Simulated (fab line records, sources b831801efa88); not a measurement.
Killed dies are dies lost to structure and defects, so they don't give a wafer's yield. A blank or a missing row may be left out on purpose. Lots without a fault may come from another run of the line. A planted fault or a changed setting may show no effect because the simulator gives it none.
A sampling plan put to the test | flow sfq_line | one fab line, 45 faults that these records tell of, each judged on the records of the lots that it struck
The plan is the line's own looks: the steps of the route at which a gauge or an inspection reads the wafer and doesn't change it. A look can be judged if struck wafers have a number there and the file gives its usual mean and standard deviation on fault-free wafers. Caught: at a look after the fault's first step, the mean of the struck wafers lies 4 or more of those standard deviations (sigma) from the usual mean. On the tool: the same test on the tool's own readings at the fault's steps. Another recipe on the struck wafers, or a record that is blank for them alone, also counts as caught.

THE FAULTS, as the simulator had put them in
1. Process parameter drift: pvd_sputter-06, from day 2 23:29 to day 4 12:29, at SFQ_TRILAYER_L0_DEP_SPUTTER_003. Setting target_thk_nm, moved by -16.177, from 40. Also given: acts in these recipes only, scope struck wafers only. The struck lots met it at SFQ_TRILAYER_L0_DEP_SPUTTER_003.
2. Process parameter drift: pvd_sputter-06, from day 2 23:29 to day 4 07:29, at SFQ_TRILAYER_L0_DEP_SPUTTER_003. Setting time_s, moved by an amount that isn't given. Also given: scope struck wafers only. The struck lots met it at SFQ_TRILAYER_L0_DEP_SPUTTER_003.
3. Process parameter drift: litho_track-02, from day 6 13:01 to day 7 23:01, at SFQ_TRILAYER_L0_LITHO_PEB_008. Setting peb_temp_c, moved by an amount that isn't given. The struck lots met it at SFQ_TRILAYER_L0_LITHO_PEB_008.
4. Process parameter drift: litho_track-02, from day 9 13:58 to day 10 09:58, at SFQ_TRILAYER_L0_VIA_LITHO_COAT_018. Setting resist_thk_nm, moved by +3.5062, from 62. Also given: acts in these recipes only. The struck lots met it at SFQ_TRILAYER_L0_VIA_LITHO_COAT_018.
5. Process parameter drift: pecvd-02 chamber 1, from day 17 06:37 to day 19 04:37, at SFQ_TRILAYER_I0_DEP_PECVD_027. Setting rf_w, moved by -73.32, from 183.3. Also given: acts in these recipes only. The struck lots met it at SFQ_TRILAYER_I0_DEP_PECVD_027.
6. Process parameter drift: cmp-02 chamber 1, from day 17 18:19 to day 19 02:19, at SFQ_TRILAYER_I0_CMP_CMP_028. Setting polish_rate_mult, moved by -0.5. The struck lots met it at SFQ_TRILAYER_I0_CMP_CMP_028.
7. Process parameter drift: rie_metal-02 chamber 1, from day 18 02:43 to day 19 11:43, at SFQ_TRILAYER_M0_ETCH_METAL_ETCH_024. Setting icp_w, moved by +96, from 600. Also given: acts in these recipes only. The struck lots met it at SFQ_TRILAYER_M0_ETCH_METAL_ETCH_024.
8. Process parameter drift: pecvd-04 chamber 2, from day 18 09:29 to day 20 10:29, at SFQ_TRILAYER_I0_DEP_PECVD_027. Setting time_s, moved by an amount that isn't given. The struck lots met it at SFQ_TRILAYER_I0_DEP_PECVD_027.
9. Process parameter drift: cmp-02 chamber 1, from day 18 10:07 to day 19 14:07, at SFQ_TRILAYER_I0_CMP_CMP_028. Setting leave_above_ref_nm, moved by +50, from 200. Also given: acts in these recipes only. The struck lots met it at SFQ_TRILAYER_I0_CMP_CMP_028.
10. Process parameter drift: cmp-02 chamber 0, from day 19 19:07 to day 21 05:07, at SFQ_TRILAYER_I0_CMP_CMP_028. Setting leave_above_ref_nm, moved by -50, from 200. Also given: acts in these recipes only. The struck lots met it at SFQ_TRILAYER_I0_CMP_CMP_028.
11. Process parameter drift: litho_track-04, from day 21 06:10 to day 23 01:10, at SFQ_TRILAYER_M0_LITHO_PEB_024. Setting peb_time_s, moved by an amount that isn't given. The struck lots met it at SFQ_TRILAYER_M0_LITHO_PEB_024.
12. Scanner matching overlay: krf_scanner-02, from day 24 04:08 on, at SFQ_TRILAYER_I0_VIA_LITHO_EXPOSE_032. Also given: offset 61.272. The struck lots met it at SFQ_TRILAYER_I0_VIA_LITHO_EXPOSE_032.
13. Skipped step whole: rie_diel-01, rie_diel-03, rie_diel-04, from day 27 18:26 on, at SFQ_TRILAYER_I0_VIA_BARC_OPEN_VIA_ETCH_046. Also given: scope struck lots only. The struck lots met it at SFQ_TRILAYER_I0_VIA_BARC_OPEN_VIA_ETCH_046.
14. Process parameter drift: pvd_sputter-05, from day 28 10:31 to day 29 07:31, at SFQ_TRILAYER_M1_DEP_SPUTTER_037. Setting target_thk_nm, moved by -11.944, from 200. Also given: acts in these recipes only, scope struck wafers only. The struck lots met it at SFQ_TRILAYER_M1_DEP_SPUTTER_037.
15. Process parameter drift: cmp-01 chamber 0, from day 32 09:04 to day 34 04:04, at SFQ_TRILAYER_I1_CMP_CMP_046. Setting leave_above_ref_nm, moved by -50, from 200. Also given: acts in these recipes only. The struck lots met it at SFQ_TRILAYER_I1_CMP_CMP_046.
16. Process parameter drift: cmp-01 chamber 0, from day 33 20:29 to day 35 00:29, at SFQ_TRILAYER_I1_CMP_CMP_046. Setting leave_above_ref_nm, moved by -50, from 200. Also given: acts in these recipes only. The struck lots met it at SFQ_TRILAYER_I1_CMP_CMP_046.
17. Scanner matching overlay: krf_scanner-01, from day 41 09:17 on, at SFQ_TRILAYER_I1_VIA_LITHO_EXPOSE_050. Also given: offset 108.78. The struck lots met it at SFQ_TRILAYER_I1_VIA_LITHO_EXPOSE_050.
18. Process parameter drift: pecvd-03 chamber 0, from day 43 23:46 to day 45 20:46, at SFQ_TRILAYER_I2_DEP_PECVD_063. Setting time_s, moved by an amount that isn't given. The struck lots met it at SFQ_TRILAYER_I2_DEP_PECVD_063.
19. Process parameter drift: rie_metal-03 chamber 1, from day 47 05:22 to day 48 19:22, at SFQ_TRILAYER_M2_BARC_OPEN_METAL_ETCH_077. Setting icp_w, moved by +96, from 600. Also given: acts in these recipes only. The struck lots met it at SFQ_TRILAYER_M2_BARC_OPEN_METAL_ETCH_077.
20. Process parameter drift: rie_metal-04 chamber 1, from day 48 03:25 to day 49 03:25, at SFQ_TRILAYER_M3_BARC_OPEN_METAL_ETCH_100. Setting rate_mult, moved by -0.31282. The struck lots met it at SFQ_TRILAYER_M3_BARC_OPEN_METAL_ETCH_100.
21. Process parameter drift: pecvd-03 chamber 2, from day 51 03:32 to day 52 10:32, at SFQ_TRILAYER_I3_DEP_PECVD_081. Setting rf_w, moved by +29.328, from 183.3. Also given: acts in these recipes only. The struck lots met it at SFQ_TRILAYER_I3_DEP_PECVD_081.
22. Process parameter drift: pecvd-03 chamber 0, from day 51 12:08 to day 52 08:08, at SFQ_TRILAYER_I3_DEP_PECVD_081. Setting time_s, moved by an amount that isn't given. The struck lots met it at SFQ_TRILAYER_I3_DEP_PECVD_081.
23. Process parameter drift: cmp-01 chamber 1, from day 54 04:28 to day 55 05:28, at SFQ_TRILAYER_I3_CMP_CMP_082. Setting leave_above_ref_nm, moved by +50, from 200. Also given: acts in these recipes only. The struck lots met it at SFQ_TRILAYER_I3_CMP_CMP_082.
24. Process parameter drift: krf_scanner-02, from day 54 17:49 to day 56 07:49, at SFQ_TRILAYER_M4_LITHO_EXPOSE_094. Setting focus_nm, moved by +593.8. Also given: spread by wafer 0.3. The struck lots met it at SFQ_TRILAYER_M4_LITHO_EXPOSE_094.
25. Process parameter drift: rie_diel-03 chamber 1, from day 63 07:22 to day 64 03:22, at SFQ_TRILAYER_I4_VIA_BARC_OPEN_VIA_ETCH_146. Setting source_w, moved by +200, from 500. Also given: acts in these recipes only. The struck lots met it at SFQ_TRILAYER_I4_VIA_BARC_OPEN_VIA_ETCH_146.
26. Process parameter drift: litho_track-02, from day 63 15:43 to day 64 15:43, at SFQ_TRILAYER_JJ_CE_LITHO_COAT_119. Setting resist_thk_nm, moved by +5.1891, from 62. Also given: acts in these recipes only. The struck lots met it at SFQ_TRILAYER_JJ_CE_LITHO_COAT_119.
27. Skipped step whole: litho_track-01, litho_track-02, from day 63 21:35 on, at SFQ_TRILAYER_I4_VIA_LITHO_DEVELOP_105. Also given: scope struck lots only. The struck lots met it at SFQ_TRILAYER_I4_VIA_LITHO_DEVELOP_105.
28. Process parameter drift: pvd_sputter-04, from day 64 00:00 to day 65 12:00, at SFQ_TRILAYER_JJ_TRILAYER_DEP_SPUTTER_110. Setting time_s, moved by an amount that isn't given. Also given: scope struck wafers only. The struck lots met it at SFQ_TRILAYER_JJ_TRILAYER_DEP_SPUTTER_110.
29. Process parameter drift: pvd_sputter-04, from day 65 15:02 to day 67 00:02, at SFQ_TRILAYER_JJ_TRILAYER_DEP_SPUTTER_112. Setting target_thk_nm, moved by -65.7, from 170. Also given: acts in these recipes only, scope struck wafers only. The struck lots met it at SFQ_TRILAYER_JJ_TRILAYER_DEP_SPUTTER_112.
30. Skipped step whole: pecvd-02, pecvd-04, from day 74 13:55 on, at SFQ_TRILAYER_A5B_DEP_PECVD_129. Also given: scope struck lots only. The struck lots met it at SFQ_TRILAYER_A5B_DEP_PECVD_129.
31. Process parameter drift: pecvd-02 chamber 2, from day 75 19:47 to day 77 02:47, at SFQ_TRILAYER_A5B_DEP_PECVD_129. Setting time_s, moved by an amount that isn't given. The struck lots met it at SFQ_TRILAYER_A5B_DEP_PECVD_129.
32. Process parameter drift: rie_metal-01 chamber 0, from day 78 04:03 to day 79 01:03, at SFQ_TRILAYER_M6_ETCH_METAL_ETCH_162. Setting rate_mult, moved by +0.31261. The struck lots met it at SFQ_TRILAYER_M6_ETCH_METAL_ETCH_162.
33. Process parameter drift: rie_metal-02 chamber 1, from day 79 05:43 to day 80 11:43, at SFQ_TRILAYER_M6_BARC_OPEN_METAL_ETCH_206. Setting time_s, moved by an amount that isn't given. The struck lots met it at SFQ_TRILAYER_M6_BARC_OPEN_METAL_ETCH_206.
34. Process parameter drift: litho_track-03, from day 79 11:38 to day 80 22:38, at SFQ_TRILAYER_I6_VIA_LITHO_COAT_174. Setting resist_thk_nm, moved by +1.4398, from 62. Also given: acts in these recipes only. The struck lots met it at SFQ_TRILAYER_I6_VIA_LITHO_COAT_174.
35. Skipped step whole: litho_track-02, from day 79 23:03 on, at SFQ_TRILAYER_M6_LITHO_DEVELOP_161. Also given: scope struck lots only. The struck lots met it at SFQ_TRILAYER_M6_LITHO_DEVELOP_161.
36. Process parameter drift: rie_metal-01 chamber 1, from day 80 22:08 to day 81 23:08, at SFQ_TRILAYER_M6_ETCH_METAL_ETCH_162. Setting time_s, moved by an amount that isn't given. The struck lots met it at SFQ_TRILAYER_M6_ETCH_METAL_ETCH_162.
37. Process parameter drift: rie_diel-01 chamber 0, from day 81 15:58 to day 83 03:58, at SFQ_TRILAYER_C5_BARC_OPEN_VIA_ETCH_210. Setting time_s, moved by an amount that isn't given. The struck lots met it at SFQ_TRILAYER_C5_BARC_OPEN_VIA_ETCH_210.
38. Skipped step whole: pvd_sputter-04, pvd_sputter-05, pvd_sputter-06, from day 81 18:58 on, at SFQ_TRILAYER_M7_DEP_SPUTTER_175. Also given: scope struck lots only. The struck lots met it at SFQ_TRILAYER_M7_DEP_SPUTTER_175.
39. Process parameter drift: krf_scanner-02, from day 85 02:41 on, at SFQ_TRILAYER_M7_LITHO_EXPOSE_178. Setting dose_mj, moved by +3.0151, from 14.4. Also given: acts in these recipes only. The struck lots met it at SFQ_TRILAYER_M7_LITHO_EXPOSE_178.
40. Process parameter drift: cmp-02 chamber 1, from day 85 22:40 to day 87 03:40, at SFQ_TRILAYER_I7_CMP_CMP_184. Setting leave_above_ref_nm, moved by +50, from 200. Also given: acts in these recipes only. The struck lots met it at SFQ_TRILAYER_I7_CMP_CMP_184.
41. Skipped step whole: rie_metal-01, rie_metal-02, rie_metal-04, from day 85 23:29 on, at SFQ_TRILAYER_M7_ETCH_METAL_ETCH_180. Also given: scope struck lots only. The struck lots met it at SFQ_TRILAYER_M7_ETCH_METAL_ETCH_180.
42. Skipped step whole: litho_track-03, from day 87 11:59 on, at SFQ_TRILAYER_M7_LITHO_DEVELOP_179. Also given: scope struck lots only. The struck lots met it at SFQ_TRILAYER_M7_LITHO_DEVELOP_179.
43. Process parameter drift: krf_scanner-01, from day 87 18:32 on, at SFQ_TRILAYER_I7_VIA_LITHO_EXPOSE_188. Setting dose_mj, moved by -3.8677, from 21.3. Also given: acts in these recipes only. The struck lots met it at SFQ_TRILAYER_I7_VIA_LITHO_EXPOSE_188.
44. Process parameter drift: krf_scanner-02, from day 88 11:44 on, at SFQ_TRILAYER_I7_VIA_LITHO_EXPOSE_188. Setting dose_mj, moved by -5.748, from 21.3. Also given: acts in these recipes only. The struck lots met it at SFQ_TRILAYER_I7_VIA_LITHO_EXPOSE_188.
45. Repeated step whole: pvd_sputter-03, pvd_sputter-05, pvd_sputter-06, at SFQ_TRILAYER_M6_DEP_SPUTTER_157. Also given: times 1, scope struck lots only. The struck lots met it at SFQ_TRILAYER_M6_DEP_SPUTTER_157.

WHAT THE PLAN SAW
fault | on the tool itself                               | first look that catches it                      | reading, sigma     | median hours from its first step to that look | hours from the fault's start to the first struck lot there | judged looks passed uncaught
1     | under 2 sigma                                    | SFQ_L0_RS_MEAS_901                              | L0_MONX_KI_RS +63  | 0.1                                           | 10                                                         | 0
2     | under 2 sigma                                    | SFQ_L0_RS_MEAS_901                              | L0_MONX_KI_RS -7.8 | 0.1                                           | 5                                                          | 0
3     | heater_power_total_W -12 sigma                   | no look after it can be judged                  | -                  | -                                             | -                                                          | 0
4     | no reading that can be judged                    | not the one look that can be judged after it    | -                  | -                                             | -                                                          | 1
5     | rf_fwd_power_W -99 or beyond sigma               | no look after it can be judged                  | -                  | -                                             | -                                                          | 0
6     | time_to_endpoint_s +7.9 sigma                    | none of the 2 looks that can be judged after it | -                  | -                                             | -                                                          | 2
7     | rf_fwd_power_W +50 sigma                         | no look after it can be judged                  | -                  | -                                             | -                                                          | 0
8     | run_length_s +14 sigma                           | no look after it can be judged                  | -                  | -                                             | -                                                          | 0
9     | time_to_endpoint_s -4.4 sigma                    | not the one look that can be judged after it    | -                  | -                                             | -                                                          | 1
10    | time_to_endpoint_s +6.2 sigma                    | no look after it can be judged                  | -                  | -                                             | -                                                          | 0
11    | heater_power_total_W +99 or beyond sigma         | not the one look that can be judged after it    | -                  | -                                             | -                                                          | 1
12    | under 2 sigma                                    | SFQ_I0_OVL_MEAS_908                             | I0_OVL +11         | 1.1                                           | 29                                                         | 0
13    | the tool's record is blank for the struck wafers | no look after it can be judged                  | -                  | -                                             | -                                                          | 0
14    | under 2 sigma                                    | SFQ_M1_RS_MEAS_909                              | M1_NB_RS +4.0      | 0.1                                           | 7                                                          | 0
15    | time_to_endpoint_s +4.7 sigma                    | no look after it can be judged                  | -                  | -                                             | -                                                          | 0
16    | time_to_endpoint_s +4.9 sigma                    | none of the 3 looks that can be judged after it | -                  | -                                             | -                                                          | 3
17    | no reading that can be judged                    | SFQ_I1_OVL_MEAS_913                             | I1_OVL +22         | 1.2                                           | 4                                                          | 0
18    | run_length_s -25 sigma                           | not the one look that can be judged after it    | -                  | -                                             | -                                                          | 1
19    | rf_fwd_power_W +29 sigma                         | no look after it can be judged                  | -                  | -                                             | -                                                          | 0
20    | under 2 sigma                                    | no look after it can be judged                  | -                  | -                                             | -                                                          | 0
21    | rf_fwd_power_W +48 sigma                         | no look after it can be judged                  | -                  | -                                             | -                                                          | 0
22    | run_length_s +65 sigma                           | no look after it can be judged                  | -                  | -                                             | -                                                          | 0
23    | time_to_endpoint_s -5.2 sigma                    | not the one look that can be judged after it    | -                  | -                                             | -                                                          | 1
24    | under 2 sigma                                    | none of the 5 looks that can be judged after it | -                  | -                                             | -                                                          | 5
25    | rf_fwd_power_W +93 sigma                         | no look after it can be judged                  | -                  | -                                             | -                                                          | 0
26    | under 2 sigma                                    | not the one look that can be judged after it    | -                  | -                                             | -                                                          | 1
27    | no reading that can be judged                    | no look after it can be judged                  | -                  | -                                             | -                                                          | 0
28    | under 2 sigma                                    | no look after it can be judged                  | -                  | -                                             | -                                                          | 0
29    | under 2 sigma                                    | SFQ_JJ_RS_MEAS_929                              | JJ_NB_RS +74       | 0.1                                           | 27                                                         | 0
30    | the tool's record is blank for the struck wafers | none of the 5 looks that can be judged after it | -                  | -                                             | -                                                          | 5
31    | run_length_s +53 sigma                           | no look after it can be judged                  | -                  | -                                             | -                                                          | 0
32    | under 2 sigma                                    | no look after it can be judged                  | -                  | -                                             | -                                                          | 0
33    | oes_product_au +14 sigma                         | no look after it can be judged                  | -                  | -                                             | -                                                          | 0
34    | no reading that can be judged                    | not the one look that can be judged after it    | -                  | -                                             | -                                                          | 1
35    | no reading that can be judged                    | no look after it can be judged                  | -                  | -                                             | -                                                          | 0
36    | run_length_s +45 sigma                           | no look after it can be judged                  | -                  | -                                             | -                                                          | 0
37    | run_length_s +15 sigma                           | no look after it can be judged                  | -                  | -                                             | -                                                          | 0
38    | the tool's record is blank for the struck wafers | no look after it can be judged                  | -                  | -                                             | -                                                          | 0
39    | exposure_dose_mJ_cm2 +99 or beyond sigma         | none of the 4 looks that can be judged after it | -                  | -                                             | -                                                          | 4
40    | time_to_endpoint_s -4.9 sigma                    | no look after it can be judged                  | -                  | -                                             | -                                                          | 0
41    | no reading that can be judged                    | none of the 5 looks that can be judged after it | -                  | -                                             | -                                                          | 5
42    | no reading that can be judged                    | no look after it can be judged                  | -                  | -                                             | -                                                          | 0
43    | exposure_dose_mJ_cm2 -99 or beyond sigma         | not the one look that can be judged after it    | -                  | -                                             | -                                                          | 1
44    | exposure_dose_mJ_cm2 -99 or beyond sigma         | not the one look that can be judged after it    | -                  | -                                             | -                                                          | 1
45    | under 2 sigma                                    | SFQ_M6_RS_MEAS_938                              | M6_NB_RS -48       | 0.4                                           | -                                                          | 0
A dash: the fault isn't caught, or these records don't give the number.

Caught at a look: 7 of 45. Caught on the tool: 27 of 45. By one or the other: 34 of 45.
Caught on the tool alone: faults 3, 5, 6, 7, 8, 9, 10, 11, 13, 15, 16, 18, 19, 21, 22, 23, 25, 30, 31, 33, 36, 37, 38, 39, 40, 43, 44.
Caught at a look alone: faults 1, 2, 12, 14, 17, 29, 45.
Caught by neither: faults 4, 20, 24, 26, 27, 28, 32, 34, 35, 41, 42.

THINNER SAMPLING
If the look that catches a fault measured only every second or every third lot, by lot number, the first struck lot would be measured this late in the worst case:
fault | struck lots at that look, in order of time | every lot | every second lot | every third lot
1     | L722                                       | 10 h      | may miss it      | may miss it
2     | L793                                       | 5 h       | may miss it      | may miss it
12    | L619, L620, L624                           | 29 h      | 39 h             | 94 h
14    | L362, L363                                 | 7 h       | 14 h             | may miss all 2
17    | L142, L143                                 | 4 h       | 6 h              | may miss all 2
29    | L516, L519                                 | 27 h      | 31 h             | may miss all 2
Hours are from the fault's start to the first struck lot that is measured. The limit of 4 sigma was tested on all struck wafers together, so one lot alone may lie under it. Other struck lots may not be in these records.

THE LONGEST TIMED WAY FROM STEP TO LOOK
Fault 17: a median of 1.2 hours passes between SFQ_TRILAYER_I1_VIA_LITHO_EXPOSE_050 and SFQ_I1_OVL_MEAS_913. No look between them can be judged.
